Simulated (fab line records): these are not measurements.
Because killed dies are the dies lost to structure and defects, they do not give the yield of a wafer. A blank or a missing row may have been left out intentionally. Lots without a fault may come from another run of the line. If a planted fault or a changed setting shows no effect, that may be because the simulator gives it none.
Which of the tools did it?    flow sky130    11 lots with 33 wafers sampled at 3 steps, on a route of 708 steps

== WHAT THE GAUGES SHOWED, per wafer ==
SKY_SD_N_RS_MEAS_16: uses a four-point probe to measure.
lot   measured      on             SD_N_RS (ohm/sq)
L760  day 27 19:11  film-metro-01  68.84 68.65 68.72
L762  day 28 14:37  film-metro-02  68.58 68.48 68.82
L764  day 29 22:58  film-metro-01  68.66 68.79 68.62
L766  day 30 17:18  film-metro-02  68.72 68.68 68.60
L769  day 31 02:14  film-metro-01  68.70 68.70 68.52
L770  day 31 13:26  film-metro-01  68.66 68.76 68.67
L771  day 32 02:34  film-metro-02  60.57 60.68 60.46
L772  day 32 06:48  film-metro-02  68.71 68.68 68.68
L773  day 32 17:06  film-metro-01  60.36 60.33 60.46
L778  day 33 23:41  film-metro-02  68.52 68.64 68.59
L780  day 34 11:50  film-metro-01  68.74 68.80 68.71

== WHAT TOOL EACH LOT RAN ON (gives the tool, then ch and the chambers of the sampled wafers, and finally the start) ==
lot   SKY_POLY_CUT_ETCH_10                SKY_SD_N_RTA_14
L760  rie-diel-04 ch 1,2,3, day 24 02:05  rtp-anneal-02 ch 0, day 27 18:59
L762  rie-diel-02 ch 0,1,3, day 24 22:59  rtp-anneal-02 ch 0, day 28 14:25
L764  rie-diel-02 ch 1,2, day 26 08:28    rtp-anneal-02 ch 0, day 29 22:45
L766  rie-diel-04 ch 0,1,2, day 27 05:41  rtp-anneal-01 ch 0, day 30 17:07
L769  rie-diel-01 ch 1,2,3, day 27 13:37  rtp-anneal-01 ch 0, day 31 02:02
L770  rie-diel-01 ch 0,1, day 27 23:56    rtp-anneal-02 ch 0, day 31 13:12
L771  rie-diel-04 ch 0,1,2, day 28 15:02  rtp-anneal-01 ch 0, day 32 02:23
L772  rie-diel-04 ch 0,2,3, day 28 18:08  rtp-anneal-02 ch 0, day 32 06:37
L773  rie-diel-01 ch 0,1,2, day 29 04:52  rtp-anneal-01 ch 0, day 32 16:55
L778  rie-diel-01 ch 0,3, day 30 12:19    rtp-anneal-02 ch 0, day 33 23:24
L780  rie-diel-04 ch 1,2,3, day 31 03:07  rtp-anneal-02 ch 0, day 34 11:39
- SKY_POLY_CUT_ETCH_10: etches BARC in N2/H2, stops on SiO2, time 45.9 s, target depth 60 nm.
- SKY_SD_N_RTA_14: time 2 s.

== THE ANSWER, worked out from the rows above alone ==
Rule: the lots themselves supply what counts as usual. Put in order of their means at a reading, lots are off if they are a third of the lots or fewer, leave a main group of 4 or more, and stand apart from it by a gap of 3 or more times the standard deviation of the main group's means; of several such gaps the widest counts. Not used: any main group whose means are identical at the precision the tables above print for the reading. A lot without any number at a reading at which 4 lots or more have one is off too. All remaining lots with rows at the step are treated as sound.
Off: L771, L773, at SKY_SD_N_RS_MEAS_16 (SD_N_RS). Main group: mean 68.68 ohm/sq, sd 0.05.
If a tool, at a process step before that reading, ran all the lots that are off and no sound lot after the first of them, it fits. Gauges at SKY_SD_N_RS_MEAS_16: tried the same way as those tools. One fits: rtp-anneal-01 at SKY_SD_N_RTA_14. A fault onset in the window from L769 (day 31 02:02, its last sound lot) to L771 (day 32 02:23, its first lot off) fits.

== WHAT WAS PUT IN BY THE SIMULATOR ==
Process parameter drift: rtp-anneal-01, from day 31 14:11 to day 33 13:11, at SKY_SD_N_RTA_14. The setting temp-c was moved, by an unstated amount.
Lots struck among those shown: L771, L773. This agrees with what the rule above found.
